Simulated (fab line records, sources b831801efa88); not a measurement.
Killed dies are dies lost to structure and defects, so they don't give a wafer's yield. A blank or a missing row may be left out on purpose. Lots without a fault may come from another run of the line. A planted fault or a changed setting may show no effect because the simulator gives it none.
A struck lot beside a sound one | flow sky130 | 18 steps out of a route of 708
Sound: wafers L711.2, L711.3, L711.6. Struck: wafer L716.1. (L716.2 of the same lot was not struck and is left out.) The cause comes at the end.
At each step with rows: each side's tool, then ch and its chambers, then its first start. Under that, the readings that differ: sound wafers | struck wafers | difference of the means | sigmas: that difference in standard deviations of wafers without a fault.
alike: readings whose means differ by less than 2 such deviations, and words and numbers that are the same on both sides. not compared: withheld readings, readings that some wafer has no value for, bounds like >300 that may hide the same value, and numbers for which the record gives no deviation and whose values overlap.
The two part at a step that has a row with sigmas, a row that says differs or no value, or rows on one side only. Numbers that don't overlap but have no deviation are shown without sigmas and don't part them. A reading that every wafer of one side lacks parts them only if that side has two wafers or more.

first, 3 steps without rows for these wafers: SKY_POLY_CUT_EXPOSE_05 (exposes mask NPCM, target cd 270 nm); SKY_POLY_CUT_PEB_06; SKY_POLY_CUT_DEVELOP_07 (develop time 60 s).
SKY_POLY_CUT_CD_MEAS_08: target cd 270 nm.
  sound on cd_sem-02, day 26 18:24; struck on cd_sem-02, day 28 21:58
  alike: cd_nm
SKY_POLY_CUT_OVL_MEAS_09:
  sound on overlay-01, day 26 18:30; struck on overlay-01, day 28 22:05
  alike: POLY_CUT_OVL
SKY_POLY_CUT_ETCH_10: etches BARC in N2/H2, stops on SiO2, time 45.9 s, target depth 60 nm.
  sound on rie_diel-04 ch 0,2, day 26 18:32; struck on rie_diel-04 ch 2, day 28 22:07
  alike: drypump_motor_current_A, oes_product_au, throttle_valve_pct
  not compared: rf_hours_counter_h
SKY_POLY_CUT_ETCH_11: etches Si3N4 in CF4/CH2F2/Ar, stops on poly-Si, time 42.5 s, target depth 60 nm.
  sound on rie_diel-04 ch 0,2, day 26 18:34; struck on rie_diel-04 ch 2, day 28 22:10
  reading               | sound             | struck | difference | sigmas
  oes_product_au (a.u.) | 0.836 0.833 0.841 | 0.824  | -0.013     | -2
  alike: drypump_motor_current_A, throttle_valve_pct
  not compared: rf_hours_counter_h
SKY_POLY_CUT_STRIP_12: strips in O2/N2.
  sound on plasma_asher-02 ch 0,1, day 26 18:37; struck on plasma_asher-04 ch 0, day 28 22:12
  alike: drypump_motor_current_A, oes_product_au, strip_time_to_endpoint_s
  not compared: rf_hours_counter_h
then, 4 steps without rows for these wafers: SKY_SD_P_DEHYDRATE_00 (time 60 s); SKY_SD_P_HMDS_01 (prime time 60 s); SKY_SD_P_COAT_02 (resist thk 1140 nm); SKY_SD_P_SOFTBAKE_03 (time 60 s).
SKY_SD_P_EXPOSE_04: exposes mask PSDM, target cd 380 nm.
  sound on iline_stepper-01 ch 0, day 27 09:39; struck on iline_stepper-01 ch 0, day 29 12:34
  alike: mask
then, 2 steps without rows for these wafers: SKY_SD_P_PEB_05; SKY_SD_P_DEVELOP_06 (develop time 60 s).
SKY_SD_P_CD_MEAS_07: target cd 380 nm.
  sound on cd_sem-02, day 27 23:08; struck on cd_sem-02, day 30 02:26
  reading    | sound             | struck | difference | sigmas
  cd_nm (nm) | 380.1 383.4 381.0 | 361.5  | -20.0      | -8
SKY_SD_P_OVL_MEAS_08:
  sound on overlay-02, day 27 23:14; struck on overlay-01, day 30 02:34
  alike: SD_P_OVL
SKY_PAD_OPEN_PROBE_99:
  the record has rows for the sound wafers here (prober-02, day 47 13:56) and none for the struck ones

WHERE THEY PART
First at SKY_POLY_CUT_ETCH_11; last, within this record, at SKY_PAD_OPEN_PROBE_99.

WHY: what the simulator had put in
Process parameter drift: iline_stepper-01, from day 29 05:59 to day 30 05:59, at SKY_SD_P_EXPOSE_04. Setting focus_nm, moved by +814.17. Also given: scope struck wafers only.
